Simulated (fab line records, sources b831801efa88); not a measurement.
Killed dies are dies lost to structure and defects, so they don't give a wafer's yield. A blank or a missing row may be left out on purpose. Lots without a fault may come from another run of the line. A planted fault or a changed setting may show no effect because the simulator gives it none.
Chamber matching | flow sky130 | SKY_VIA4_CMP_02 on cmp-02: 4 sister chambers
The step polishes SiO2. 4 wafers are shown with their chamber, then 8 later ones without.

WAFERS WITH THEIR CHAMBER
wafer  | chamber | motor_current_A (A)
L399.1 | 3       | 10.7
L401.2 | 1       | 11.5
L401.4 | 0       | 11.7
L402.1 | 2       | 9.9

WAFERS WITHOUT THEIR CHAMBER
wafer  | motor_current_A (A)
L402.2 | 10.6
L402.3 | 11.4
L404.2 | 11.2
L404.5 | 10.8
L404.6 | 11.5
L406.4 | 11.5
L406.5 | 10.2
L406.6 | 11.3

WHICH CHAMBER EACH WENT THROUGH
wafer  | from the rows above          | in truth
L402.2 | 3                            | 3
L402.3 | can't be placed: 1 or 0      | 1
L404.2 | can't be placed: 1 or 0 or 3 | 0
L404.5 | 3                            | 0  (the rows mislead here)
L404.6 | can't be placed: 1 or 0      | 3
L406.4 | can't be placed: 1 or 0      | 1
L406.5 | can't be placed: 2 or 3      | 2
L406.6 | can't be placed: 1 or 0      | 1
Placed correctly: 1 of 8. Can't be placed from these rows: 6 (the true chamber is among the candidates in 5). Placed wrongly: 1.
How it was worked out, from the rows above alone: a wafer's distance from a chamber is the root of the sum, over the readings, of the square of ((its reading less the chamber's mean) divided by the reading's scatter). The wafer belongs to the nearest chamber; if the next one is less than 2 further off, it can't be placed. A chamber's mean is the mean of its shown wafers. The scatter: with one shown wafer a chamber, the root of the mean of the squares of how far each hidden wafer lies from its nearest shown one.
